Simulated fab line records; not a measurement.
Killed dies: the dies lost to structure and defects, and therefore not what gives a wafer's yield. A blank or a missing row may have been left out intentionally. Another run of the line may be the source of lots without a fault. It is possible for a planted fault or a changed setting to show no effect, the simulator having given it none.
A struck lot beside a sound one :: flow sky130 :: 15 steps out of a route of 708
Sound: wafers L530.1, L530.4, L530.5. Struck: wafer L550.6 (left out: L550.2, L550.3 of the same lot, which were not struck); the cause appears at the end.
At each step with rows: each side's tool, then ch and its chambers, then its first start. Under that, the readings that differ: sound wafers :: struck wafers :: difference of the means :: sigmas: that difference in standard deviations of wafers without a fault.
alike: readings with means less than 2 such deviations apart, plus words and numbers identical on both sides. not compared: withheld readings, readings lacking a value on some wafer, bounds such as >300 that could conceal the same value, and numbers that have no deviation in the record and whose values overlap.
A row with sigmas, a row that says differs or no value, or rows on one side alone: a step with any of these is where the two part. Numbers that have no deviation but don't overlap get no sigmas and don't part them. Lack of a reading on every wafer of one side parts them only where that side has two or more wafers.

first, 3 steps without rows for these wafers: SKY_METAL1_EXPOSE_12 (exposes mask MM1, target cd 140 nm); SKY_METAL1_PEB_13; SKY_METAL1_DEVELOP_14 (develop time 60 s).
SKY_METAL1_CD_MEAS_15: the cd target is 140 nm.
  struck on cd-sem-02, day 39 04:43; sound on cd-sem-01, day 33 12:32
  alike: cd-nm
SKY_METAL1_OVL_MEAS_16:
  struck on overlay-01, day 39 04:50; sound on overlay-01, day 33 12:39
  alike: METAL1_OVL
SKY_METAL1_DESCUM_17: chemistry O2, time 8 s.
  sound on rie-metal-01 ch 0,1, day 33 12:41; struck on rie-metal-01 ch 1, day 39 04:52
  alike: drypump-motor-current-A, oes-product-au
  not compared: rf-hours-counter-h
SKY_METAL1_ETCH_18: etches BARC in N2/H2, stops on SiO2, time 45.9 s, target depth 60 nm.
  sound on rie-metal-01 ch 0,1, day 33 12:43; struck on rie-metal-01 ch 1, day 39 04:57
  alike: drypump-motor-current-A, oes-product-au, throttle-valve-pct
  not compared: rf-hours-counter-h
SKY_METAL1_METAL_ETCH_19: etches the open film in Cl2/BCl3, stops on SiO2, target depth 360 nm, time 78 s.
  sound on rie-metal-01 ch 0,1, day 33 12:47; struck on rie-metal-01 ch 1, day 39 05:05
  alike: drypump-motor-current-A, oes-product-au, throttle-valve-pct
  not compared: rf-hours-counter-h
SKY_METAL1_STRIP_20: strips in O2/N2.
  sound on plasma-asher-04 ch 1, day 33 12:52; struck on plasma-asher-03 ch 0, day 39 05:14
  alike: drypump-motor-current-A, oes-product-au, strip-time-to-endpoint-s
  not compared: rf-hours-counter-h
then, 3 steps without rows for these wafers: SKY_METAL1_STRIP_21 (strips in post etch residue remover, time 1200 s); SKY_METAL1_CLEAN_22 (cleans in IPA, time 180 s); SKY_METAL1_CLEAN_23 (cleans in O3/DIW).
SKY_VIA1_HDPCVD_00: deposits SiO2, target thk 1030 nm, time 171.7 s.
  sound on hdpcvd-02 ch 0,1, day 33 13:28; struck on hdpcvd-02 ch 2, day 39 05:49
reading: run-length-s (s)
sound: 199.6 198.8 199.8
struck: 238.6
difference: +39.2
sigmas: +59

reading: model.SiO2_of_VIA1_HDPCVD_00.thk-nm (nm)
sound: 1033 1034 1031
struck: 1256
difference: +223
sigmas: 
SKY_VIA1_THK_MEAS_01:
  struck on film-metro-02, day 39 05:56; sound on film-metro-01, day 33 13:34
reading: VIA1_HDPCVD_THK (nm)
sound: 1033 1033 1031
struck: 1257
difference: +225
sigmas: +17
SKY_VIA1_CMP_02: polishes SiO2.
  sound on cmp-02 ch 0,1, day 33 13:38; struck on cmp-02 ch 2, day 39 05:59
  alike: motor-current-A, slurry-flow-ml-min

## WHERE THEY PART
At SKY_VIA1_HDPCVD_00 first; at SKY_VIA1_THK_MEAS_01 last (within this record only). Later steps at which nothing parts them and some readings are alike: SKY_VIA1_CMP_02.

WHY: what the simulator had put in
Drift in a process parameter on hdpcvd-02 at SKY_VIA1_HDPCVD_00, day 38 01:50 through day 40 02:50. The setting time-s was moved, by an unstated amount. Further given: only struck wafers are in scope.
